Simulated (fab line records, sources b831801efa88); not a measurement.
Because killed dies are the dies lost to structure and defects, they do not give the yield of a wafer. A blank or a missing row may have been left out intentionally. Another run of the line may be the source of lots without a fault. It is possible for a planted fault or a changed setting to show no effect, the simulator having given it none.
One fault through the eyes of 2 desks | flow gf180mcu | numbers are kept per desk, each desk with only its own; the story behind them comes last

== METROLOGY DESK ==
Lot by lot, what the gauges showed, no matter which tool ran the lot: averages of those sampled wafers that carry a number. Marked OUT: a lot whose mean sits more than 4 standard deviations from the usual mean, which makes it out of limits; the brackets give that distance.
Columns: A = TOP_METAL_OVL at GF_TOP_METAL_OVL_MEAS_15, usual -0.3 nm
lot  | first seen here | A
L204 | day 28 04:15    | 1.1
L205 | day 28 17:54    | -1.2
L206 | day 28 23:44    | 1.1
L208 | day 29 17:37    | -0.9
L213 | day 31 09:21    | 0.2
L215 | day 32 02:45    | -0.2
L216 | day 32 04:49    | 0.4
L219 | day 32 19:54    | -1.0
L218 | day 32 20:57    | -2.3
L221 | day 33 17:24    | -0.3
L225 | day 34 05:22    | -0.2
L226 | day 34 11:28    | -1.6
L227 | day 34 13:13    | -0.9
This desk's verdict: no lot among the 13 shows anything out of limits.

== THE TOOL OWNER'S DESK: rie metal-01 ==
The tool's own readings at GF_TOP_METAL_METAL_ETCH_16 (etches the open film in Cl2/BCl3, stops on SiO2, target depth 1077.5 nm, time 179.6 s): means of the sampled wafers that have a number, for each lot that ran on this tool. Marked OUT: a lot whose mean sits more than 4 standard deviations from the usual mean, which makes it out of limits; the brackets give that distance.
Columns: A = chamber pressure mTorr at GF_TOP_METAL_METAL_ETCH_16, usual 8.000 mTorr; B = drypump motor current A at GF_TOP_METAL_METAL_ETCH_16, usual 5.7 A; C = oes product au at GF_TOP_METAL_METAL_ETCH_16, usual 0.965 a.u.; D = rf fwd power W at GF_TOP_METAL_METAL_ETCH_16, usual 797.8 W; E = throttle valve pct at GF_TOP_METAL_METAL_ETCH_16, usual 28.259 %
lot  | first seen here | A                       | B   | C     | D     | E
L204 | day 28 04:17    | 7.996                   | 6.0 | 0.962 | 799.7 | 28.269
L208 | day 29 17:39    | 8.000                   | 5.0 | 0.959 | 796.9 | 28.268
L213 | day 31 09:26    | 9.605 (+99 or more) OUT | 5.0 | 0.972 | 797.4 | 28.251
L215 | day 32 02:47    | 8.532 (+72) OUT         | 5.7 | 0.975 | 798.4 | 28.249
L216 | day 32 04:51    | 9.075 (+99 or more) OUT | 5.3 | 0.961 | 798.2 | 28.265
This desk's finding: out of limits on L213, L215, L216; first on L213, day 31 09:26 (chamber pressure mTorr at GF_TOP_METAL_METAL_ETCH_16). In limits: L204, L208.

== ALL TOGETHER ==
The tool owner's desk could have raised an alarm at day 31 09:26, on L213, L215, L216.
Metrology desk: nothing out of limits seen.
The metrology desk has L213, L215, L216 on record, within its limits.
On rie metal-01, each named lot ran GF_TOP_METAL_METAL_ETCH_16.

== WHAT THE SIMULATOR HAD PUT IN ==
rie metal-01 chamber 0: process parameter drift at GF_TOP_METAL_METAL_ETCH_16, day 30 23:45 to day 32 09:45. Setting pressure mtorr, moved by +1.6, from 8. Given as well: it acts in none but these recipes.
Lots struck among those shown: L213, L215, L216.
Time in hours from fault onset to the first out-of-limits reading at each desk: the tool owner's desk, 10.
